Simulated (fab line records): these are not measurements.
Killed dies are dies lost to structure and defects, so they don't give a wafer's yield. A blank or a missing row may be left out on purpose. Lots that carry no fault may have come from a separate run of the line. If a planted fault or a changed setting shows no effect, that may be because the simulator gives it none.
A lot that was struck, set against a sound lot -- flow gf180mcu -- 18 steps out of a route of 602
Sound: wafers L665.1, L665.3, L665.4. Wafers struck: L653.1, L653.2, L653.5. Last of all comes the cause.
At each step with rows: each side's tool, then ch and its chambers, then its first start. Under that, the readings that differ: sound wafers -- struck wafers -- difference of the means -- sigmas: that difference in standard deviations of wafers without a fault.
alike: same words and numbers on both sides, and readings whose means sit less than 2 such deviations apart. not compared: any withheld reading, any reading some wafer has no value for, any bound like >300 that may hide the same value, and any number with overlapping values for which the record gives no deviation.
A row with sigmas, a row that says differs or no value, or rows on one side alone: a step with any of these is where the two part. Non-overlapping numbers with no deviation appear without sigmas and do not part them. A reading missing from all wafers of one side parts the sides only when that side holds two or more wafers.

GF_M4_SPUTTER_00: material Ti, target thk 37.5 nm, time 150 s.
  struck on pvdSputter-02, day 24 21:26; sound on pvdSputter-01, day 28 22:25
  alike: throttleValvePct
GF_M4_SPUTTER_01: material TiN, target thk 30 nm, time 25.59 s.
  struck on pvdSputter-02, day 24 21:32; sound on pvdSputter-01, day 28 22:31
  alike: throttleValvePct
then, 1 step without rows for these wafers: GF_M4_SPUTTER_02 (material AlCu, target thk 450 nm, time 23.9 s).
GF_M4_SPUTTER_03: material Ti, target thk 10 nm, time 6.7 s.
  struck on pvdSputter-02, day 24 21:35; sound on pvdSputter-01, day 28 22:35
  alike: throttleValvePct
GF_M4_SPUTTER_04: material TiN, target thk 50 nm, time 41.7 s.
  struck on pvdSputter-02, day 24 21:37; sound on pvdSputter-01, day 28 22:36
  alike: throttleValvePct
GF_M4_RS_MEAS_05: measures by four-point-probe.
  struck on filmMetro-04, day 24 21:39; sound on filmMetro-02, day 28 22:38
  alike: M4_ALCU_RS
GF_M4_THK_MEAS_06: measures by xrf.
  struck on filmMetro-04, day 24 21:46; sound on filmMetro-02, day 28 22:46
  alike: M4_ALCU_THK
then, 5 steps without rows for these wafers: GF_M4_DEHYDRATE_07 (time 60 s); GF_M4_HMDS_08 (prime time 60 s); GF_M4_COAT_09 (resist thk 1000 nm); GF_M4_SOFTBAKE_10 (time 60 s); GF_M4_EXPOSE_11 (exposes mask Metal4, target cd 280 nm).
GF_M4_PEB_12: peb time 90 s.
  sound on lithoTrack-03 ch 0, day 29 17:28; struck on lithoTrack-02 ch 0, day 25 18:56
reading,sound,struck,difference,sigmas
heaterPowerTotalW (W),85.63 85.73 85.68,88.35 88.37 88.42,+2.70,+35
plateTempC (C),135.09 134.94 134.92,138.33 138.56 138.44,+3.46,+22
  alike: exhaustPa
then, 1 step without rows for these wafers: GF_M4_DEVELOP_13 (develop time 60 s).
GF_M4_CD_MEAS_14: the cd target is 280 nm.
  struck on cdSem-01, day 25 19:17; sound on cdSem-01, day 29 17:49
reading,sound,struck,difference,sigmas
cdNm (nm),280.6 281.5 282.0,271.5 272.3 273.8,-8.8,-8
GF_M4_OVL_MEAS_15:
  struck on overlay-01, day 25 19:24; sound on overlay-01, day 29 17:56
  alike: M4_OVL
GF_M4_METAL_ETCH_16: etches the open film in Cl2/BCl3, stops on SiO2, target depth 750.8 nm, time 125.1 s.
  sound on rieMetal-02 ch 0,1, day 29 17:58; struck on rieMetal-02 ch 0,1, day 25 19:26
reading,sound,struck,difference,sigmas
oesProductAu (a.u.),0.993 0.996 0.999,0.985 0.976 0.986,-0.014,-3
model.M4.cdNm (nm),281.4 276.5 283.1,266.8 270.9 269.1,-11.4,
  alike: drypumpMotorCurrentA, heBacksideLeakSccm, throttleValvePct
  not compared: rfHoursCounterH
GF_M4_STRIP_17: strips in O2/N2.
  sound on plasmaAsher-04 ch 0,1, day 29 18:06; struck on plasmaAsher-01 ch 0,1, day 25 19:34
  alike: drypumpMotorCurrentA, heaterPowerW, oesProductAu, stripTimeToEndpointS
  not compared: rfHoursCounterH

== WHERE THEY PART ==
Earliest at GF_M4_PEB_12; latest, in this record, at GF_M4_METAL_ETCH_16. Later steps at which nothing parts them and some readings are alike: GF_M4_STRIP_17.

WHY: whatever the simulator had introduced
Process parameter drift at GF_M4_PEB_12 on lithoTrack-02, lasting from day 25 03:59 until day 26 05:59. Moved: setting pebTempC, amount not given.
